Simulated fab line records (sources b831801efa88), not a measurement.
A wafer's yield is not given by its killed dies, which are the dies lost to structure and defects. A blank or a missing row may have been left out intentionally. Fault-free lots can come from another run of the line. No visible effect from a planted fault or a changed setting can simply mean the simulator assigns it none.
fab line records || flow gf180mcu || part 2 of 2: steps 33 to 41 of 41
record {"lots": 5, "wafers": 15, "last_day": 34}
route steps=602 shown VT_IMPLANT@134 MVSD@136 NWELL@137 LVPWELL@138 MVPSD@139 DUAL_GATE@141 POLY_GATE@157
lots that met no fault: from a run of the same line without faults
start_h: hours from the record's opening day to when the first of the lot's shown wafers began || wait_h: hours elapsed since this lot's preceding step || " identical to the entry in the row above || L1.1+2: one row covering several wafers at once || - value missing, or start not given || * or withheld: withheld || < > ~ a bound
route shown NAME@n: names a module that has steps shown in the file, with the first one's number in the route || usual: mean/standard deviation of fault-free wafers || same: alike in all rows || chamber/n: place in a boat || sites: the reading at each site || _std_site: the standard deviation of these || _edge_site: the outer-site mean with the inner-site mean subtracted || radius_mm: how far each site lies from the wafer's centre || mask NAME#n: copy n || behind: tool/chamber where the wafer was last shaped || hold: reason for holding the lot/hours on hold/outcome of the hold || device: which transistor (n, p or np) failed to switch || end of line: at the end of the route, the tests of the same wafers || a step without rows: its recipe alone || killed: not the wafer's yield, but the dies lost to structure and defects at the first sort || map: per-die view of a wafer (x killed, . not killed, _ where there is no die)
set.NAME: the setting the step ran with; set.NAME@STEP: the setting that earlier step ran with || model.NAME: the simulator's own value behind a step, which no gauge read
certain route steps with their lots: each step a table, each wafer a row
services: a tool's chamber out of use, with start hour (start_h, from the record's first day; less than 0 if before it), hours out, and reason
## steps
# step GF_POLY_GATE_DEVELOP_09
# recipe {"develop_time_s": 60, "resist": "KrF", "dev_temp_c": 21}
{"lot.wafer": "L080.1+5+6", "tool": "litho_track-01", "chamber": 0, "start_h": 235.89, "wait_h": 0.2}
{"lot.wafer": "L085.1+2+6", "tool": "litho_track-01", "chamber": 0, "start_h": 279.64, "wait_h": 0.2}
{"lot.wafer": "L094.3+4+6", "tool": "litho_track-04", "chamber": 0, "start_h": 341.49, "wait_h": 0.1}
{"lot.wafer": "L095.2+3+6", "tool": "litho_track-01", "chamber": 0, "start_h": 350.06, "wait_h": 0.2}
{"lot.wafer": "L097.1+3+6", "tool": "litho_track-04", "chamber": 0, "start_h": 365.19, "wait_h": 0.2}
# step GF_POLY_GATE_CD_MEAS_10
# recipe {"target_cd_nm": 280}
# usual {"cd_nm": "280.0/1.5"}
{"lot.wafer": "L080.1", "tool": "cd_sem-01", "chamber": "-", "start_h": 236.04, "wait_h": 0.1, "cd_nm": 277.9}
{"lot.wafer": "L080.5", "tool": "cd_sem-01", "chamber": "-", "start_h": 236.04, "wait_h": 0.1, "cd_nm": 278.9}
{"lot.wafer": "L080.6", "tool": "cd_sem-01", "chamber": "-", "start_h": 236.04, "wait_h": 0.1, "cd_nm": 278.8}
{"lot.wafer": "L085.1", "tool": "cd_sem-01", "chamber": "-", "start_h": 279.79, "wait_h": 0.1, "cd_nm": 280.3}
{"lot.wafer": "L085.2", "tool": "cd_sem-01", "chamber": "-", "start_h": 279.79, "wait_h": 0.1, "cd_nm": 280.7}
{"lot.wafer": "L085.6", "tool": "cd_sem-01", "chamber": "-", "start_h": 279.79, "wait_h": 0.1, "cd_nm": 280.5}
{"lot.wafer": "L094.3", "tool": "cd_sem-02", "chamber": "-", "start_h": 341.63, "wait_h": 0.1, "cd_nm": 282.3}
{"lot.wafer": "L094.4", "tool": "cd_sem-02", "chamber": "-", "start_h": 341.63, "wait_h": 0.1, "cd_nm": 281.6}
{"lot.wafer": "L094.6", "tool": "cd_sem-02", "chamber": "-", "start_h": 341.63, "wait_h": 0.1, "cd_nm": 281.1}
{"lot.wafer": "L095.2", "tool": "cd_sem-02", "chamber": "-", "start_h": 350.21, "wait_h": 0.1, "cd_nm": 279.5}
{"lot.wafer": "L095.3", "tool": "cd_sem-02", "chamber": "-", "start_h": 350.21, "wait_h": 0.1, "cd_nm": 281.2}
{"lot.wafer": "L095.6", "tool": "cd_sem-02", "chamber": "-", "start_h": 350.21, "wait_h": 0.1, "cd_nm": 280.3}
{"lot.wafer": "L097.1", "tool": "cd_sem-01", "chamber": "-", "start_h": 365.34, "wait_h": 0.1, "cd_nm": 279.2}
{"lot.wafer": "L097.3", "tool": "cd_sem-01", "chamber": "-", "start_h": 365.34, "wait_h": 0.1, "cd_nm": 279.8}
{"lot.wafer": "L097.6", "tool": "cd_sem-01", "chamber": "-", "start_h": 365.34, "wait_h": 0.1, "cd_nm": 279.1}
# step GF_POLY_GATE_OVL_MEAS_11
# usual {"POLY_GATE_OVL": "2/6.3"}
{"lot.wafer": "L080.1", "tool": "overlay-02", "chamber": "-", "start_h": 236.16, "wait_h": 0.1, "POLY_GATE_OVL[nm]": -9}
{"lot.wafer": "L080.5", "tool": "overlay-02", "chamber": "-", "start_h": 236.16, "wait_h": 0.1, "POLY_GATE_OVL[nm]": 0}
{"lot.wafer": "L080.6", "tool": "overlay-02", "chamber": "-", "start_h": 236.16, "wait_h": 0.1, "POLY_GATE_OVL[nm]": -2}
{"lot.wafer": "L085.1", "tool": "overlay-01", "chamber": "-", "start_h": 279.91, "wait_h": 0.1, "POLY_GATE_OVL[nm]": 2}
{"lot.wafer": "L085.2", "tool": "overlay-01", "chamber": "-", "start_h": 279.91, "wait_h": 0.1, "POLY_GATE_OVL[nm]": -6}
{"lot.wafer": "L085.6", "tool": "overlay-01", "chamber": "-", "start_h": 279.91, "wait_h": 0.1, "POLY_GATE_OVL[nm]": 0}
{"lot.wafer": "L094.3", "tool": "overlay-02", "chamber": "-", "start_h": 341.72, "wait_h": 0.1, "POLY_GATE_OVL[nm]": -4}
{"lot.wafer": "L094.4", "tool": "overlay-02", "chamber": "-", "start_h": 341.72, "wait_h": 0.1, "POLY_GATE_OVL[nm]": 1}
{"lot.wafer": "L094.6", "tool": "overlay-02", "chamber": "-", "start_h": 341.72, "wait_h": 0.1, "POLY_GATE_OVL[nm]": 11}
{"lot.wafer": "L095.2", "tool": "overlay-02", "chamber": "-", "start_h": 350.31, "wait_h": 0.1, "POLY_GATE_OVL[nm]": -2}
{"lot.wafer": "L095.3", "tool": "overlay-02", "chamber": "-", "start_h": 350.31, "wait_h": 0.1, "POLY_GATE_OVL[nm]": 10}
{"lot.wafer": "L095.6", "tool": "overlay-02", "chamber": "-", "start_h": 350.31, "wait_h": 0.1, "POLY_GATE_OVL[nm]": 1}
{"lot.wafer": "L097.1", "tool": "overlay-02", "chamber": "-", "start_h": 365.46, "wait_h": 0.1, "POLY_GATE_OVL[nm]": 5}
{"lot.wafer": "L097.3", "tool": "overlay-02", "chamber": "-", "start_h": 365.46, "wait_h": 0.1, "POLY_GATE_OVL[nm]": 10}
{"lot.wafer": "L097.6", "tool": "overlay-02", "chamber": "-", "start_h": 365.46, "wait_h": 0.1, "POLY_GATE_OVL[nm]": -5}
# step GF_POLY_GATE_ETCH_12
# recipe {"chemistry": "N2/H2", "target_depth_a": "withheld", "overetch_a": "withheld", "time_s": "withheld", "target": "BARC", "ion_energy_ev": 200, "source_w": 500, "bias_w": 100, "pressure_mtorr": 30, "n2_flow_sccm": 100, "h2_flow_sccm": 200}
# usual {"drypump_motor_current_A": "5.8/0.5", "h2_flow_sccm": "200.0/0.56", "oes_product_au": "0.736/0.005", "throttle_valve_pct": "13.216/0.0097"}
{"lot.wafer": "L080.1", "tool": "rie_diel-04", "chamber": 2, "start_h": 236.19, "wait_h": 0.0, "drypump_motor_current_A": 5.6, "h2_flow_sccm": 200.5, "oes_product_au": 0.741, "throttle_valve_pct": 13.219}
{"lot.wafer": "L080.5", "tool": "rie_diel-04", "chamber": 1, "start_h": 236.19, "wait_h": 0.0, "drypump_motor_current_A": 5.0, "h2_flow_sccm": 200.6, "oes_product_au": 0.739, "throttle_valve_pct": 13.212}
{"lot.wafer": "L080.6", "tool": "rie_diel-04", "chamber": 0, "start_h": 236.19, "wait_h": 0.0, "drypump_motor_current_A": 6.1, "h2_flow_sccm": 199.1, "oes_product_au": 0.740, "throttle_valve_pct": 13.203}
{"lot.wafer": "L085.1", "tool": "rie_diel-04", "chamber": 1, "start_h": 279.94, "wait_h": 0.0, "drypump_motor_current_A": 5.0, "h2_flow_sccm": 200.5, "oes_product_au": 0.732, "throttle_valve_pct": 13.222}
{"lot.wafer": "L085.2", "tool": "rie_diel-04", "chamber": 3, "start_h": 279.94, "wait_h": 0.0, "drypump_motor_current_A": 6.3, "h2_flow_sccm": 200.3, "oes_product_au": 0.732, "throttle_valve_pct": 13.218}
{"lot.wafer": "L085.6", "tool": "rie_diel-04", "chamber": 2, "start_h": 279.94, "wait_h": 0.0, "drypump_motor_current_A": 5.7, "h2_flow_sccm": 198.4, "oes_product_au": 0.740, "throttle_valve_pct": 13.225}
{"lot.wafer": "L094.3", "tool": "rie_diel-04", "chamber": 2, "start_h": 341.75, "wait_h": 0.0, "drypump_motor_current_A": 5.7, "h2_flow_sccm": 200.1, "oes_product_au": 0.737, "throttle_valve_pct": 13.217}
{"lot.wafer": "L094.4", "tool": "rie_diel-04", "chamber": 1, "start_h": 341.75, "wait_h": 0.0, "drypump_motor_current_A": 5.0, "h2_flow_sccm": 199.6, "oes_product_au": 0.729, "throttle_valve_pct": 13.214}
{"lot.wafer": "L094.6", "tool": "rie_diel-04", "chamber": 0, "start_h": 341.75, "wait_h": 0.0, "drypump_motor_current_A": 6.1, "h2_flow_sccm": 200.4, "oes_product_au": 0.739, "throttle_valve_pct": 13.205}
{"lot.wafer": "L095.2", "tool": "rie_diel-04", "chamber": 3, "start_h": 350.34, "wait_h": 0.0, "drypump_motor_current_A": 6.4, "h2_flow_sccm": 200.5, "oes_product_au": 0.720, "throttle_valve_pct": 13.217}
{"lot.wafer": "L095.3", "tool": "rie_diel-04", "chamber": 1, "start_h": 350.34, "wait_h": 0.0, "drypump_motor_current_A": 5.0, "h2_flow_sccm": 200.6, "oes_product_au": 0.734, "throttle_valve_pct": 13.214}
{"lot.wafer": "L095.6", "tool": "rie_diel-04", "chamber": 0, "start_h": 350.34, "wait_h": 0.0, "drypump_motor_current_A": 6.1, "h2_flow_sccm": 200.1, "oes_product_au": 0.735, "throttle_valve_pct": 13.208}
{"lot.wafer": "L097.1", "tool": "rie_diel-01", "chamber": 1, "start_h": 365.50, "wait_h": 0.0, "drypump_motor_current_A": 5.2, "h2_flow_sccm": 200.3, "oes_product_au": 0.736, "throttle_valve_pct": 13.208}
{"lot.wafer": "L097.3", "tool": "rie_diel-01", "chamber": 0, "start_h": 365.50, "wait_h": 0.0, "drypump_motor_current_A": 5.4, "h2_flow_sccm": 200.3, "oes_product_au": 0.730, "throttle_valve_pct": 13.214}
{"lot.wafer": "L097.6", "tool": "rie_diel-01", "chamber": 1, "start_h": 365.50, "wait_h": 0.0, "drypump_motor_current_A": 5.2, "h2_flow_sccm": 199.8, "oes_product_au": 0.731, "throttle_valve_pct": 13.213}
# step GF_POLY_GATE_ETCH_13
# recipe {"target": "poly-Si", "target_depth_nm": 198.5, "stop_on": "SiO2", "over_etch_frac": 0.403, "chemistry": "HBr/Cl2", "icp_w": 400, "bias_w": 100, "pressure_mtorr": 10, "HBr_flow_sccm": 150, "Cl2_flow_sccm": 50, "time_s": 69.6}
# usual {"drypump_motor_current_A": "5.7/0.36", "mfc_cl2_sccm": "50.02/0.14", "oes_product_au": "0.989/0.0088", "throttle_valve_pct": "33.685/0.0088"}
{"lot.wafer": "L080.1", "tool": "rie_si-01", "chamber": 0, "start_h": 236.24, "wait_h": "-", "drypump_motor_current_A": 5.6, "mfc_cl2_sccm": 49.83, "oes_product_au": 0.988, "rf_hours_counter_h": 2, "throttle_valve_pct": 33.681}
{"lot.wafer": "L080.5", "tool": "rie_si-01", "chamber": 2, "start_h": 236.24, "wait_h": "-", "drypump_motor_current_A": 6.4, "mfc_cl2_sccm": 50.07, "oes_product_au": 0.985, "rf_hours_counter_h": "-", "throttle_valve_pct": 33.690}
{"lot.wafer": "L080.6", "tool": "rie_si-01", "chamber": 1, "start_h": 236.24, "wait_h": "-", "drypump_motor_current_A": 5.1, "mfc_cl2_sccm": 49.95, "oes_product_au": 0.980, "rf_hours_counter_h": "-", "throttle_valve_pct": 33.675}
{"lot.wafer": "L085.1", "tool": "rie_si-02", "chamber": 1, "start_h": 279.99, "wait_h": "-", "drypump_motor_current_A": 5.6, "mfc_cl2_sccm": 49.94, "oes_product_au": 1.007, "rf_hours_counter_h": 47, "throttle_valve_pct": 33.686}
{"lot.wafer": "L085.2", "tool": "rie_si-02", "chamber": 0, "start_h": 279.99, "wait_h": "-", "drypump_motor_current_A": 5.5, "mfc_cl2_sccm": 50.16, "oes_product_au": 0.998, "rf_hours_counter_h": 4, "throttle_valve_pct": 33.685}
{"lot.wafer": "L085.6", "tool": "rie_si-02", "chamber": 2, "start_h": 279.99, "wait_h": "-", "drypump_motor_current_A": 5.6, "mfc_cl2_sccm": 49.91, "oes_product_au": 0.992, "rf_hours_counter_h": "-", "throttle_valve_pct": 33.684}
{"lot.wafer": "L094.3", "tool": "rie_si-01", "chamber": 0, "start_h": 341.80, "wait_h": "-", "drypump_motor_current_A": 5.6, "mfc_cl2_sccm": 50.07, "oes_product_au": 1.003, "rf_hours_counter_h": 3, "throttle_valve_pct": 33.674}
{"lot.wafer": "L094.4", "tool": "rie_si-01", "chamber": 2, "start_h": 341.80, "wait_h": "-", "drypump_motor_current_A": 6.4, "mfc_cl2_sccm": 50.00, "oes_product_au": 0.984, "rf_hours_counter_h": 2, "throttle_valve_pct": 33.695}
{"lot.wafer": "L094.6", "tool": "rie_si-01", "chamber": 3, "start_h": 341.80, "wait_h": "-", "drypump_motor_current_A": 5.6, "mfc_cl2_sccm": 49.85, "oes_product_au": 0.975, "rf_hours_counter_h": "-", "throttle_valve_pct": 33.685}
{"lot.wafer": "L095.2", "tool": "rie_si-01", "chamber": 1, "start_h": 350.39, "wait_h": "-", "drypump_motor_current_A": 5.1, "mfc_cl2_sccm": 50.03, "oes_product_au": 0.978, "rf_hours_counter_h": 11, "throttle_valve_pct": 33.680}
{"lot.wafer": "L095.3", "tool": "rie_si-01", "chamber": 2, "start_h": 350.39, "wait_h": "-", "drypump_motor_current_A": 6.4, "mfc_cl2_sccm": 49.93, "oes_product_au": 0.988, "rf_hours_counter_h": 2, "throttle_valve_pct": 33.681}
{"lot.wafer": "L095.6", "tool": "rie_si-01", "chamber": 1, "start_h": 350.39, "wait_h": "-", "drypump_motor_current_A": 5.1, "mfc_cl2_sccm": 49.96, "oes_product_au": 0.982, "rf_hours_counter_h": "-", "throttle_valve_pct": 33.697}
{"lot.wafer": "L097.1", "tool": "rie_si-02", "chamber": 2, "start_h": 365.55, "wait_h": "-", "drypump_motor_current_A": 5.6, "mfc_cl2_sccm": 50.03, "oes_product_au": 0.991, "rf_hours_counter_h": 2, "throttle_valve_pct": 33.689}
{"lot.wafer": "L097.3", "tool": "rie_si-02", "chamber": 1, "start_h": 365.55, "wait_h": "-", "drypump_motor_current_A": 5.6, "mfc_cl2_sccm": 49.99, "oes_product_au": 1.008, "rf_hours_counter_h": 48, "throttle_valve_pct": 33.688}
{"lot.wafer": "L097.6", "tool": "rie_si-02", "chamber": 0, "start_h": 365.55, "wait_h": "-", "drypump_motor_current_A": 5.5, "mfc_cl2_sccm": 50.06, "oes_product_au": 0.987, "rf_hours_counter_h": "-", "throttle_valve_pct": 33.699}
# step GF_POLY_GATE_STRIP_14
# recipe {"chemistry": "O2/N2", "power_w": 1400, "pressure_mtorr": 1500, "platen_temp_c": 250, "o2_flow_sccm": 3000, "n2_flow_sccm": 300, "overash_fraction": 0.5}
# usual {"drypump_motor_current_A": "5.9/0.41", "heater_power_w": "364/26", "oes_product_au": "0.505/0.0046"}
{"lot.wafer": "L080.1", "tool": "plasma_asher-02", "chamber": 1, "start_h": 236.35, "wait_h": 0.1, "drypump_motor_current_A": 6.3, "heater_power_w": 334, "oes_product_au": 0.506, "rf_hours_counter_h": 59}
{"lot.wafer": "L080.5", "tool": "plasma_asher-02", "chamber": 1, "start_h": 236.35, "wait_h": 0.1, "drypump_motor_current_A": 6.3, "heater_power_w": 328, "oes_product_au": 0.505, "rf_hours_counter_h": "-"}
{"lot.wafer": "L080.6", "tool": "plasma_asher-02", "chamber": 0, "start_h": 236.35, "wait_h": 0.1, "drypump_motor_current_A": 6.4, "heater_power_w": 334, "oes_product_au": 0.504, "rf_hours_counter_h": "-"}
{"lot.wafer": "L085.1", "tool": "plasma_asher-01", "chamber": 0, "start_h": 280.05, "wait_h": 0.0, "drypump_motor_current_A": 6.3, "heater_power_w": 394, "oes_product_au": 0.501, "rf_hours_counter_h": 70}
{"lot.wafer": "L085.2", "tool": "plasma_asher-01", "chamber": 1, "start_h": 280.05, "wait_h": 0.0, "drypump_motor_current_A": 5.4, "heater_power_w": 341, "oes_product_au": 0.503, "rf_hours_counter_h": 70}
{"lot.wafer": "L085.6", "tool": "plasma_asher-01", "chamber": 0, "start_h": 280.05, "wait_h": 0.0, "drypump_motor_current_A": 6.3, "heater_power_w": 393, "oes_product_au": 0.505, "rf_hours_counter_h": "-"}
{"lot.wafer": "L094.3", "tool": "plasma_asher-02", "chamber": 1, "start_h": 341.89, "wait_h": 0.1, "drypump_motor_current_A": 6.3, "heater_power_w": 332, "oes_product_au": 0.501, "rf_hours_counter_h": "-"}
{"lot.wafer": "L094.4", "tool": "plasma_asher-02", "chamber": 0, "start_h": 341.89, "wait_h": 0.1, "drypump_motor_current_A": 6.3, "heater_power_w": 335, "oes_product_au": 0.511, "rf_hours_counter_h": "-"}
{"lot.wafer": "L094.6", "tool": "plasma_asher-02", "chamber": 1, "start_h": 341.89, "wait_h": 0.1, "drypump_motor_current_A": 6.2, "heater_power_w": 338, "oes_product_au": 0.501, "rf_hours_counter_h": "-"}
{"lot.wafer": "L095.2", "tool": "plasma_asher-01", "chamber": 0, "start_h": 350.45, "wait_h": 0.0, "drypump_motor_current_A": 6.3, "heater_power_w": 396, "oes_product_au": 0.509, "rf_hours_counter_h": 77}
{"lot.wafer": "L095.3", "tool": "plasma_asher-01", "chamber": 0, "start_h": 350.45, "wait_h": 0.0, "drypump_motor_current_A": 6.3, "heater_power_w": 385, "oes_product_au": 0.508, "rf_hours_counter_h": "-"}
{"lot.wafer": "L095.6", "tool": "plasma_asher-01", "chamber": 1, "start_h": 350.45, "wait_h": 0.0, "drypump_motor_current_A": 5.4, "heater_power_w": 348, "oes_product_au": 0.511, "rf_hours_counter_h": "-"}
{"lot.wafer": "L097.1", "tool": "plasma_asher-03", "chamber": 0, "start_h": 365.60, "wait_h": 0.0, "drypump_motor_current_A": 5.4, "heater_power_w": 381, "oes_product_au": 0.511, "rf_hours_counter_h": 48}
{"lot.wafer": "L097.3", "tool": "plasma_asher-03", "chamber": 0, "start_h": 365.60, "wait_h": 0.0, "drypump_motor_current_A": 5.4, "heater_power_w": 384, "oes_product_au": 0.513, "rf_hours_counter_h": "-"}
{"lot.wafer": "L097.6", "tool": "plasma_asher-03", "chamber": 1, "start_h": 365.60, "wait_h": 0.0, "drypump_motor_current_A": 5.8, "heater_power_w": 398, "oes_product_au": 0.505, "rf_hours_counter_h": "-"}
# step GF_POLY_GATE_CLEAN_15
# recipe {"chemistry": "SC1/SC2", "mix": "1:4:20", "temp_c": 70, "time_s": 150, "dry": "n2_spin"}
{"lot.wafer": "L080.1+5+6", "tool": "wet_bench-01", "chamber": 3, "start_h": 236.45, "wait_h": 0.1}
{"lot.wafer": "L085.1+2+6", "tool": "wet_bench-02", "chamber": 2, "start_h": 280.15, "wait_h": 0.1}
{"lot.wafer": "L094.3+4+6", "tool": "wet_bench-04", "chamber": 2, "start_h": 341.95, "wait_h": 0.0}
{"lot.wafer": "L095.2+3+6", "tool": "wet_bench-04", "chamber": 1, "start_h": 350.55, "wait_h": 0.1}
{"lot.wafer": "L097.1+3+6", "tool": "wet_bench-02", "chamber": 2, "start_h": 365.70, "wait_h": 0.1}
# step GF_POLY_GATE_OXIDATION_16
# recipe {"temp_c": 850, "ambient": "O2", "stabilise_s": 600, "purge_s": 300, "target_thk_a": 40, "ox_time_s": 899}
# usual {"spike_tc_top_C": "863.5/2"}
# same {"stabilise_s": 600}
{"lot.wafer": "L080.1", "tool": "furnace-02", "chamber": 0, "start_h": 238.23, "wait_h": 1.7, "spike_tc_top_C": 861.7}
{"lot.wafer": "L080.5", "tool": "furnace-02", "chamber": 0, "start_h": 238.23, "wait_h": 1.7, "spike_tc_top_C": 859.9}
{"lot.wafer": "L080.6", "tool": "furnace-02", "chamber": 0, "start_h": 238.23, "wait_h": 1.7, "spike_tc_top_C": 861.6}
{"lot.wafer": "L085.1", "tool": "furnace-02", "chamber": 0, "start_h": 280.20, "wait_h": 0.0, "spike_tc_top_C": 861.1}
{"lot.wafer": "L085.2", "tool": "furnace-02", "chamber": 0, "start_h": 280.20, "wait_h": 0.0, "spike_tc_top_C": 862.4}
{"lot.wafer": "L085.6", "tool": "furnace-02", "chamber": 0, "start_h": 280.20, "wait_h": 0.0, "spike_tc_top_C": 864.2}
{"lot.wafer": "L094.3", "tool": "furnace-01", "chamber": 0, "start_h": 342.55, "wait_h": 0.5, "spike_tc_top_C": 864.9}
{"lot.wafer": "L094.4", "tool": "furnace-01", "chamber": 0, "start_h": 342.55, "wait_h": 0.5, "spike_tc_top_C": 865.1}
{"lot.wafer": "L094.6", "tool": "furnace-01", "chamber": 0, "start_h": 342.55, "wait_h": 0.5, "spike_tc_top_C": 865.6}
{"lot.wafer": "L095.2", "tool": "furnace-02", "chamber": 0, "start_h": 350.60, "wait_h": 0.0, "spike_tc_top_C": 863.3}
{"lot.wafer": "L095.3", "tool": "furnace-02", "chamber": 0, "start_h": 350.60, "wait_h": 0.0, "spike_tc_top_C": 863.6}
{"lot.wafer": "L095.6", "tool": "furnace-02", "chamber": 0, "start_h": 350.60, "wait_h": 0.0, "spike_tc_top_C": 863.4}
{"lot.wafer": "L097.1", "tool": "furnace-01", "chamber": 0, "start_h": 365.75, "wait_h": 0.0, "spike_tc_top_C": 865.1}
{"lot.wafer": "L097.3", "tool": "furnace-01", "chamber": 0, "start_h": 365.75, "wait_h": 0.0, "spike_tc_top_C": 866.0}
{"lot.wafer": "L097.6", "tool": "furnace-01", "chamber": 0, "start_h": 365.75, "wait_h": 0.0, "spike_tc_top_C": 864.8}
# step GF_POLY_GATE_THK_MEAS_17
# recipe {"reads": "SiO2_of_POLY_GATE_OXIDATION_16"}
# usual {"POLY_GATE_OXIDATION_THK": "4.03/0.083"}
{"lot.wafer": "L080.1", "tool": "film_metro-03", "chamber": "-", "start_h": 239.48, "wait_h": 0.0, "POLY_GATE_OXIDATION_THK[nm]": 3.98}
{"lot.wafer": "L080.5", "tool": "film_metro-03", "chamber": "-", "start_h": 239.48, "wait_h": 0.0, "POLY_GATE_OXIDATION_THK[nm]": 3.96}
{"lot.wafer": "L080.6", "tool": "film_metro-03", "chamber": "-", "start_h": 239.48, "wait_h": 0.0, "POLY_GATE_OXIDATION_THK[nm]": 3.99}
{"lot.wafer": "L085.1", "tool": "film_metro-02", "chamber": "-", "start_h": 281.45, "wait_h": 0.0, "POLY_GATE_OXIDATION_THK[nm]": 3.96}
{"lot.wafer": "L085.2", "tool": "film_metro-02", "chamber": "-", "start_h": 281.45, "wait_h": 0.0, "POLY_GATE_OXIDATION_THK[nm]": 3.95}
{"lot.wafer": "L085.6", "tool": "film_metro-02", "chamber": "-", "start_h": 281.45, "wait_h": 0.0, "POLY_GATE_OXIDATION_THK[nm]": 3.97}
{"lot.wafer": "L094.3", "tool": "film_metro-03", "chamber": "-", "start_h": 343.82, "wait_h": 0.0, "POLY_GATE_OXIDATION_THK[nm]": 4.05}
{"lot.wafer": "L094.4", "tool": "film_metro-03", "chamber": "-", "start_h": 343.82, "wait_h": 0.0, "POLY_GATE_OXIDATION_THK[nm]": 4.09}
{"lot.wafer": "L094.6", "tool": "film_metro-03", "chamber": "-", "start_h": 343.82, "wait_h": 0.0, "POLY_GATE_OXIDATION_THK[nm]": 4.03}
{"lot.wafer": "L095.2", "tool": "film_metro-03", "chamber": "-", "start_h": 351.86, "wait_h": 0.0, "POLY_GATE_OXIDATION_THK[nm]": 3.88}
{"lot.wafer": "L095.3", "tool": "film_metro-03", "chamber": "-", "start_h": 351.86, "wait_h": 0.0, "POLY_GATE_OXIDATION_THK[nm]": 3.79}
{"lot.wafer": "L095.6", "tool": "film_metro-03", "chamber": "-", "start_h": 351.86, "wait_h": 0.0, "POLY_GATE_OXIDATION_THK[nm]": 3.82}
{"lot.wafer": "L097.1", "tool": "film_metro-04", "chamber": "-", "start_h": 367.00, "wait_h": 0.0, "POLY_GATE_OXIDATION_THK[nm]": 4.08}
{"lot.wafer": "L097.3", "tool": "film_metro-04", "chamber": "-", "start_h": 367.00, "wait_h": 0.0, "POLY_GATE_OXIDATION_THK[nm]": 3.91}
{"lot.wafer": "L097.6", "tool": "film_metro-04", "chamber": "-", "start_h": 367.00, "wait_h": 0.0, "POLY_GATE_OXIDATION_THK[nm]": 3.92}
## services
{"tool": "krf_scanner-01", "chamber": "-", "start_h": 173.15, "hours": 1.3, "kind": "pm"}
{"tool": "furnace-01", "chamber": "-", "start_h": 186.91, "hours": 3.4, "kind": "pm"}
{"tool": "wet_bench-04", "chamber": "-", "start_h": 200.80, "hours": 20.2, "kind": "repair"}
{"tool": "krf_scanner-02", "chamber": "-", "start_h": 201.79, "hours": 3.6, "kind": "pm"}
{"tool": "iline_stepper-02", "chamber": "-", "start_h": 209.32, "hours": 1.7, "kind": "pm"}
{"tool": "plasma_asher-04", "chamber": "-", "start_h": 211.79, "hours": 2.3, "kind": "repair"}
{"tool": "iline_stepper-02", "chamber": "-", "start_h": 222.99, "hours": 4.9, "kind": "repair"}
{"tool": "furnace-01", "chamber": "-", "start_h": 231.17, "hours": 2.7, "kind": "pm"}
{"tool": "furnace-01", "chamber": "-", "start_h": 233.84, "hours": 3.4, "kind": "pm"}
{"tool": "krf_scanner-02", "chamber": "-", "start_h": 239.68, "hours": 1.3, "kind": "pm"}
{"tool": "wet_bench-03", "chamber": "-", "start_h": 245.59, "hours": 1.9, "kind": "pm"}
{"tool": "krf_scanner-02", "chamber": "-", "start_h": 247.20, "hours": 1.0, "kind": "pm"}
{"tool": "rie_si-01", "chamber": "-", "start_h": 254.49, "hours": 14.6, "kind": "pm"}
{"tool": "furnace-02", "chamber": "-", "start_h": 258.18, "hours": 2.8, "kind": "pm"}
{"tool": "iline_stepper-02", "chamber": "-", "start_h": 259.88, "hours": 2.1, "kind": "pm"}
{"tool": "wet_bench-02", "chamber": "-", "start_h": 282.38, "hours": 1.7, "kind": "repair"}
{"tool": "iline_stepper-02", "chamber": "-", "start_h": 300.64, "hours": 1.3, "kind": "repair"}
{"tool": "krf_scanner-02", "chamber": "-", "start_h": 311.08, "hours": 4.0, "kind": "pm"}
{"tool": "rtp_anneal-02", "chamber": "-", "start_h": 329.40, "hours": 3.4, "kind": "pm"}
{"tool": "krf_scanner-02", "chamber": "-", "start_h": 333.90, "hours": 0.8, "kind": "pm"}
{"tool": "krf_scanner-02", "chamber": "-", "start_h": 347.76, "hours": 2.5, "kind": "repair"}
{"tool": "plasma_asher-04", "chamber": "-", "start_h": 348.01, "hours": 2.8, "kind": "repair"}
{"tool": "plasma_asher-04", "chamber": "-", "start_h": 350.83, "hours": 15.6, "kind": "pm"}
{"tool": "furnace-01", "chamber": "-", "start_h": 354.43, "hours": 3.0, "kind": "pm"}
